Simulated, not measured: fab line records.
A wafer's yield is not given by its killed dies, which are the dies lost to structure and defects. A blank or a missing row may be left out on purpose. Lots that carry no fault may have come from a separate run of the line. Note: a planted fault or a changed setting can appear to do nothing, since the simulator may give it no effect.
Chamber matching	flow sky130	SKY_VIA3_CMP_02 on cmp-01: 4 sister chambers
The step polishes SiO2. 8 wafers are shown with their chamber, then 10 later ones without.

== WAFERS WITH THEIR CHAMBER ==
wafer	chamber	motor-current-A (A)	head-pressure-psi (psi)
L082.2	3	9.5	4.007
L082.5	0	12.2	4.019
L084.1	3	10.0	3.997
L088.2	2	10.3	4.011
L088.4	0	12.2	4.000
L088.5	2	9.7	4.005
L091.3	1	12.0	3.993
L091.5	1	11.6	4.000

== WAFERS MISSING THEIR CHAMBER ==
wafer	motor-current-A (A)	head-pressure-psi (psi)
L091.6	13.6	4.021
L094.2	10.0	4.002
L094.4	12.1	4.002
L094.6	11.5	3.987
L096.1	12.6	4.013
L096.2	10.0	3.984
L096.4	11.7	4.006
L097.2	10.2	3.995
L097.3	13.7	3.995
L097.5	9.5	4.005

== THE CHAMBER EACH PASSED THROUGH ==
wafer	from the rows above	in truth
L091.6	can't be placed: 0 or 1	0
L094.2	can't be placed: 2 or 3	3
L094.4	can't be placed: 0 or 1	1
L094.6	1	1
L096.1	can't be placed: 0 or 1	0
L096.2	can't be placed: 3 or 2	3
L096.4	can't be placed: 1 or 0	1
L097.2	can't be placed: 3 or 2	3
L097.3	can't be placed: 0 or 1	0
L097.5	can't be placed: 3 or 2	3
Correctly placed: 1 of 10. These rows do not allow placing 9 (true chamber among the candidates in 9). Wrongly placed: 0.
How it was worked out, from the rows above alone: a wafer's distance from a chamber is the root of the sum, over the readings, of the square of ((its reading less the chamber's mean) divided by the reading's scatter). The wafer belongs to the nearest chamber; if the next one is less than 2 further off, it can't be placed. The mean given for a chamber averages the wafers shown for that chamber. How the scatter is found: for the shown wafers, subtract from each reading the mean of its chamber, square and add these, divide the total by (wafers less chambers), then take the root.
